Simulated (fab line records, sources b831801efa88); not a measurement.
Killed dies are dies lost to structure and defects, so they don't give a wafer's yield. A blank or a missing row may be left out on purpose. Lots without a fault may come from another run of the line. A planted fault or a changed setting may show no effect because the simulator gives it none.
A struck lot beside a sound one | flow sky130 | 16 steps out of a route of 708
Sound: wafers L541.2, L541.4, L541.6. Struck: wafer L547.5. (L547.3, L547.4 of the same lot were not struck and are left out.) The cause comes at the end.
At each step with rows: each side's tool, then ch and its chambers, then its first start. Under that, the readings that differ: sound wafers | struck wafers | difference of the means | sigmas: that difference in standard deviations of wafers without a fault.
alike: readings whose means differ by less than 2 such deviations, and words and numbers that are the same on both sides. not compared: withheld readings, readings that some wafer has no value for, bounds like >300 that may hide the same value, and numbers for which the record gives no deviation and whose values overlap.
The two part at a step that has a row with sigmas, a row that says differs or no value, or rows on one side only. Numbers that don't overlap but have no deviation are shown without sigmas and don't part them. A reading that every wafer of one side lacks parts them only if that side has two wafers or more.

first, 2 steps without rows for these wafers: SKY_METAL4_PEB_11; SKY_METAL4_DEVELOP_12 (develop time 60 s).
SKY_METAL4_CD_MEAS_13: target cd 300 nm.
  sound on cd_sem-01, day 45 11:57; struck on cd_sem-01, day 46 19:08
  alike: cd_nm
SKY_METAL4_OVL_MEAS_14:
  sound on overlay-01, day 45 12:03; struck on overlay-01, day 46 19:14
  alike: METAL4_OVL
SKY_METAL4_DESCUM_15: chemistry O2, time 8 s.
  sound on rie_metal-03 ch 0,1, day 45 12:05; struck on rie_metal-03 ch 0, day 46 19:16
  alike: drypump_motor_current_A, oes_product_au
  not compared: rf_hours_counter_h
SKY_METAL4_ETCH_16: etches BARC in N2/H2, stops on SiO2, time 88.2 s, target depth 60 nm.
  sound on rie_metal-03 ch 0,1, day 45 12:07; struck on rie_metal-03 ch 0, day 46 19:20
  alike: bias_w, drypump_motor_current_A, oes_product_au, throttle_valve_pct
  not compared: rf_hours_counter_h
SKY_METAL4_ETCH_17: etches SiO2 in C4F8/O2/Ar, stops on TiN, time 3.9 s, target depth 15 nm.
  sound on rie_diel-01 ch 0,1, day 45 12:13; struck on rie_diel-04 ch 3, day 46 19:23
  reading               | sound             | struck | difference | sigmas
  oes_product_au (a.u.) | 0.745 0.761 0.756 | 0.770  | +0.016     | +2
  alike: bias_w
  not compared: rf_hours_counter_h
SKY_METAL4_METAL_ETCH_18: etches the open film in Cl2/BCl3, stops on SiO2, target depth 845 nm, time 183.1 s.
  sound on rie_metal-04 ch 0, day 45 12:14; struck on rie_metal-02 ch 0, day 46 19:28
  reading                     | sound       | struck | difference | sigmas
  drypump_motor_current_A (A) | 5.3 5.3 5.3 | 6.5    | +1.2       | +2
  alike: bias_w, oes_product_au, throttle_valve_pct
  not compared: rf_hours_counter_h
then, 4 steps without rows for these wafers: SKY_METAL4_STRIP_19 (strips in O2/N2); SKY_METAL4_STRIP_20 (strips in post etch residue remover, time 1200 s); SKY_METAL4_CLEAN_21 (cleans in IPA, time 180 s); SKY_METAL4_CLEAN_22 (cleans in O3/DIW).
SKY_VIA4_HDPCVD_00: deposits SiO2, target thk 1750 nm, time 291.7 s.
  sound on hdpcvd-02 ch 0,1,2, day 45 13:02; struck on hdpcvd-02 ch 0, day 46 20:11
  reading                                  | sound             | struck | difference | sigmas
  run_length_s (s)                         | 319.6 319.2 319.0 | 349.2  | +29.9      | +59
  model.SiO2_of_VIA4_HDPCVD_00.thk_nm (nm) | 1731 1747 1728    | 1937   | +202       |
SKY_VIA4_THK_MEAS_01:
  sound on film_metro-01, day 45 13:13; struck on film_metro-02, day 46 20:23
  reading              | sound          | struck | difference | sigmas
  VIA4_HDPCVD_THK (nm) | 1731 1748 1729 | 1938   | +202       | +10
SKY_VIA4_CMP_02: polishes SiO2.
  sound on cmp-02 ch 2,3, day 45 13:59; struck on cmp-01 ch 1, day 46 20:25
  alike: motor_current_A
-- the record jumps here: 3 days lie between the struck wafers' starts before and after (it left off in module VIA4 and takes up again in module PAD_OPEN, whose first step shown is number 708 of the route) --
SKY_PAD_OPEN_PROBE_99:
  sound on prober-02, day 49 03:47; struck on prober-02, day 50 04:02
  alike: defect_limited_yield, killed_at_M0_to_M3, killed_at_M4_up, killed_at_contacts, killed_at_front_end, killed_at_other, killed_dies, killed_open, killed_short, sort_bin_3_pad_short, sort_bin_5_function, sort_bin_6_memory, sort_n_pass, sort_yield_pct

WHERE THEY PART
First at SKY_METAL4_ETCH_17; last, within this record, at SKY_VIA4_THK_MEAS_01. Later steps at which nothing parts them and some readings are alike: SKY_VIA4_CMP_02, SKY_PAD_OPEN_PROBE_99.

WHY: what the simulator had put in
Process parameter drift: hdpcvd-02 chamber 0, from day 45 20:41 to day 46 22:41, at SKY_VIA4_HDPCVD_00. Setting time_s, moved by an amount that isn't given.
